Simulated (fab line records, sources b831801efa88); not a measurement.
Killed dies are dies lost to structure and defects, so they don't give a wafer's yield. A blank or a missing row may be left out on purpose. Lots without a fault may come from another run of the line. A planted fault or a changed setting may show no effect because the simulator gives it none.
Split-lot experiment | flow sky130 | 5 lots, 23 wafers read, on a route of 708 steps

THE SPLIT
At SKY_SD_P_IMPLANT_09, the setting energy_kev was moved away from the recipe's 20 on 6 of the 23 wafers read, by -5.6% to -3.5%. The other wafers ran this setting at the recipe's value.

FROM THE SPLIT TO THE READING: what the file shows between them, 1 step
- SKY_SD_P_STRIP_10: strips in O2/N2

THE READING
SD_P_TW, at SKY_SD_P_TW_MEAS_11. Fault-free wafers of this fab line usually give 2848, standard deviation 13.

wafer  | tool, chamber at the split | energy_kev as run | against the recipe | SD_P_TW | against lot-mates on the recipe
L074.1 | implanter-02, 0            | 20                | recipe             | 2853    | -
L074.3 | implanter-02, 0            | 18.87             | -5.6%              | 2812    | -44
L074.4 | implanter-02, 0            | 20                | recipe             | 2859    | -
L074.5 | implanter-02, 0            | 18.87             | -5.6%              | 2813    | -43
L074.6 | implanter-02, 0            | 18.87             | -5.6%              | 2820    | -36
L075.1 | implanter-02, 0            | 20                | recipe             | 2840    | -
L075.3 | implanter-02, 0            | 20                | recipe             | 2846    | -
L075.4 | implanter-02, 0            | 20                | recipe             | 2853    | -
L075.5 | implanter-02, 0            | 20                | recipe             | 2849    | -
L075.6 | implanter-02, 0            | 20                | recipe             | 2852    | -
L078.2 | implanter-03, 0            | 20                | recipe             | 2871    | -
L078.3 | implanter-03, 0            | 20                | recipe             | 2853    | -
L078.4 | implanter-03, 0            | 20                | recipe             | 2845    | -
L078.5 | implanter-03, 0            | 20                | recipe             | 2862    | -
L078.6 | implanter-03, 0            | 20                | recipe             | 2865    | -
L079.1 | implanter-03, 0            | 20                | recipe             | 2832    | -
L079.2 | implanter-03, 0            | 20                | recipe             | 2839    | -
L079.3 | implanter-03, 0            | 20                | recipe             | 2831    | -
L081.2 | implanter-02, 0            | 20                | recipe             | 2862    | -
L081.3 | implanter-02, 0            | 19.3              | -3.5%              | 2830    | -30
L081.4 | implanter-02, 0            | 19.3              | -3.5%              | 2829    | -30
L081.5 | implanter-02, 0            | 20                | recipe             | 2857    | -
L081.6 | implanter-02, 0            | 19.3              | -3.5%              | 2827    | -32

THE FIT
A straight line over all 23 wafers: SD_P_TW changes by +6.4 for each +1% of energy_kev; r = +0.81; the points scatter about the line by 10.
The same after taking each lot's own level away (the mean of its wafers on the recipe; 23 wafers): +7.63 for each +1%; r = +0.94; scatter 5.8.
On that fit, the largest move of energy_kev shifts the reading by 43.
The lots' own levels span 2834.0 to 2859.5, that is 2.0 times the standard deviation above.
So the lot-to-lot level changes the slope: the two fits differ.
Check: with one of the wafers moved furthest among these (-5.6%) left out of the fit, the line predicts -43.2 for it against its lot-mates. It came out at -44 against them.

OTHER SPLITS ON THESE WAFERS
These wafers also went through other splits before the reading. Each is held against what the fit with the lots' levels taken away leaves over:
other split on the same wafers          | wafers away from the commonest value | r with SD_P_TW (lot level and that fit taken away)
SKY_SONOS_ONO_EXPOSE_10 dose_mj         | 6                                    | -0.24
SKY_SONOS_ONO_ETCH_15 time_s            | 10                                   | +0.07
SKY_RES_PROTECT_COAT_02 resist_thk_nm   | 8                                    | -0.08
SKY_POLY_GATE_COAT_07 spin_rpm          | 9                                    | +0.12
SKY_POLY_GATE_DEVELOP_12 develop_time_s | 5                                    | +0.22
SKY_LDD_N_IMPLANT_10 energy_kev         | 9                                    | -0.17
SKY_LDD_P_IMPLANT_09 dose_cm2           | 8                                    | +0.01
SKY_LDD_LDN_IMPLANT_08 energy_kev       | 11                                   | -0.23

THE WHOLE CHAIN: every reading that the file lists as answering this split, in the file's order
step                | what it does    | reading                                                         | change (the file's fit)               | r (the file's)
SKY_SD_P_IMPLANT_09 |                 | implant.rp_nm (the simulator's own value, which no gauge read)  | +0.131 nm for each +1% of the setting | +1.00
SKY_SD_P_IMPLANT_09 |                 | implant.drp_nm (the simulator's own value, which no gauge read) | +0.069 nm for each +1% of the setting | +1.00
SKY_SD_P_STRIP_10   | strips in O2/N2 | strip_time_to_endpoint_s                                        | withheld for each +1% of the setting  | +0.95
SKY_SD_P_TW_MEAS_11 |                 | SD_P_TW                                                         | +7.67 for each +1% of the setting     | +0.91

THE FILE'S OWN FIT
SD_P_TW changes by +7.67 for each +1% of energy_kev, r = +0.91.
